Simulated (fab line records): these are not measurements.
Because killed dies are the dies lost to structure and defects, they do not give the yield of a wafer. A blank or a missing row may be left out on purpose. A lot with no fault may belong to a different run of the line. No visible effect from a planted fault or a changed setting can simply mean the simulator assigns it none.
Chamber matching | flow sky130 | rie_diel-01 running SKY_PAD_OPEN_ETCH_07: 4 sister chambers
The step etches the open film in CF4/O2, stops on AlCu, target depth 725 nm, time 161.1 s. 4 wafers are shown with their chamber, then 11 later ones without.

## WAFERS WITH THEIR CHAMBER
wafer  | chamber | drypump_motor_current_A (A)
L087.3 | 1       | 5.3
L088.1 | 2       | 5.7
L088.5 | 0       | 6.5
L091.1 | 3       | 5.8

## WAFERS WITHOUT THEIR CHAMBER
wafer  | drypump_motor_current_A (A)
L091.5 | 6.5
L091.6 | 5.3
L092.3 | 6.5
L092.5 | 6.6
L092.6 | 5.8
L095.1 | 5.7
L095.4 | 6.5
L095.5 | 5.8
L096.3 | 5.7
L096.5 | 6.5
L096.6 | 5.3

## THE CHAMBER EACH PASSED THROUGH
wafer  | from the rows above | in truth
L091.5 | 0                   | 0
L091.6 | 1                   | 1
L092.3 | 0                   | 0
L092.5 | 0                   | 0
L092.6 | 3                   | 3
L095.1 | 2                   | 2
L095.4 | 0                   | 0
L095.5 | 3                   | 3
L096.3 | 2                   | 2
L096.5 | 0                   | 0
L096.6 | 1                   | 1
11 of 11 placed correctly. From these rows, 0 cannot be placed. 0 placed wrongly.
How it was worked out, from the rows above alone: a wafer's distance from a chamber is the root of the sum, over the readings, of the square of ((its reading less the chamber's mean) divided by the reading's scatter). If the next closest chamber is less than 2 further off than the closest, the wafer can't be placed; otherwise it belongs to the closest. Each chamber's mean is taken over the wafers shown for it. The scatter: root of mean squared gap, hidden wafer to nearest shown wafer, with one shown wafer a chamber.
